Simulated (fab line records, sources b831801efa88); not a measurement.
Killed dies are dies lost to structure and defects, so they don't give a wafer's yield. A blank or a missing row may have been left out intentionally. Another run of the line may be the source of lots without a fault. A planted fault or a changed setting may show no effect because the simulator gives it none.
A struck lot beside a sound one    flow sky130    15 steps out of a route of 708
Sound: these wafers, L773.2, L773.3, L773.6. Wafers struck: L780.1, L780.2, L780.6. The cause is named last.
For every step that has rows: the tool of each side, followed by ch and its chambers, followed by its first start. Under that, the readings that differ: sound wafers    struck wafers    difference of the means    sigmas: that difference in standard deviations of wafers without a fault.
alike: words and numbers the same on both sides, and readings whose means are apart by under 2 such deviations; not compared: readings that were withheld, readings missing a value for some wafer, numbers with overlapping values and no deviation given by the record, and bounds like >300 which may hide the same value.
Wherever a step has rows on one side only, a row that says differs or no value, or a row with sigmas, the two part there. Numbers that don't overlap but have no deviation are shown without sigmas and don't part them. A reading missing from all wafers of one side parts the sides only when that side holds two or more wafers.

first, 2 steps without rows for these wafers: SKY_VIA3_ETCH_14 (etches BARC in N2/H2, stops on SiO2, time 45.9 s, target depth 60 nm); SKY_VIA3_ETCH_15 (etches SiO2 in C4F8/O2/Ar, stops on TiN, target depth 507 nm, time 78 s).
SKY_VIA3_STRIP_16: strips in O2/N2.
  sound on plasmaAsher-01 ch 0,1, day 42 05:28; struck on plasmaAsher-04 ch 0,1, day 43 18:28
  alike: drypumpMotorCurrentA, n2FlowSccm, oesProductAu, stripTimeToEndpointS
  not compared: rfHoursCounterH
then, 3 steps without rows for these wafers: SKY_VIA3_STRIP_17 (strips in post etch residue remover, time 1200 s); SKY_VIA3_CLEAN_18 (cleans in IPA, time 180 s); SKY_VIA3_CLEAN_19 (cleans in O3/DIW).
SKY_VIA3_SPUTTER_20: material TiN, target thk 20 nm, time 80 s.
  sound on pvdSputter-01, day 42 06:05; struck on pvdSputter-01, day 43 19:04
  alike: chamberPressurePa, throttleValvePct
SKY_VIA3_CVD_21: deposits W, target thk 390 nm, time 117.31 s.
  sound on cvdW-02 ch 0,1, day 42 06:09; struck on cvdW-02 ch 0,1, day 43 19:07
  alike: heaterPowerW
SKY_VIA3_RS_MEAS_22: measures by four-point-probe.
  sound on filmMetro-03, day 42 06:17; struck on filmMetro-03, day 43 19:14
  alike: VIA3_W_RS
SKY_VIA3_THK_MEAS_23: measures by xrf.
  sound on filmMetro-03, day 42 06:24; struck on filmMetro-03, day 43 19:22
  alike: VIA3_W_THK
SKY_VIA3_CMP_24: polishes, stops on SiO2, t overpolish 20 s, target thk 0 nm.
  sound on cmp-02 ch 0,1, day 42 06:27; struck on cmp-01 ch 0,3, day 43 19:25
  alike: motorCurrentA, overpolishRunS, retainingRingPressureFrac, timeToEndpointS
SKY_METAL4_SPUTTER_00: material Ti, target thk 15 nm, time 10 s.
  sound on pvdSputter-04, day 42 06:45; struck on pvdSputter-04, day 43 19:43
  alike: chamberPressurePa, throttleValvePct
SKY_METAL4_SPUTTER_01: material TiN, target thk 20 nm, time 16.7 s.
  sound on pvdSputter-04, day 42 06:46; struck on pvdSputter-04, day 43 19:44
reading                                    sound                 struck                difference  sigmas
chamberPressurePa (Pa)                     0.4005 0.3988 0.3998  0.4003 0.4016 0.4029  +0.0019     +2
model.TiN_of_METAL4_SPUTTER_01.thkNm (nm)  19.63 19.83 19.52     20.84 21.14 21.06     +1.35       
  alike: throttleValvePct
then, 1 step without rows for these wafers: SKY_METAL4_SPUTTER_02 (material AlCu, target thk 735 nm, time 39.82 s).
-- the record jumps here: 5 days lie between the struck wafers' starts before and after (it left off in module METAL4 and takes up again in module PAD_OPEN, whose first step shown is number 708 of the route) --
SKY_PAD_OPEN_PROBE_99:
  sound on prober-01, day 47 19:34; struck on prober-02, day 49 04:28
  alike: defectLimitedYield, killed_at_M0_to_M3, killed_at_M4_up, killedAtContacts, killedAtFrontEnd, killedAtOther, killedDies, killedOnRim, killedOpen, killedShort, sort_bin_3_pad_short, sort_bin_5_function, sort_bin_6_memory, sortNPass, sortYieldPct

WHERE THEY PART
SKY_METAL4_SPUTTER_01 only, going by this record. Later steps at which nothing parts them and some readings are alike: SKY_PAD_OPEN_PROBE_99.

WHY: what had been put in by the simulator
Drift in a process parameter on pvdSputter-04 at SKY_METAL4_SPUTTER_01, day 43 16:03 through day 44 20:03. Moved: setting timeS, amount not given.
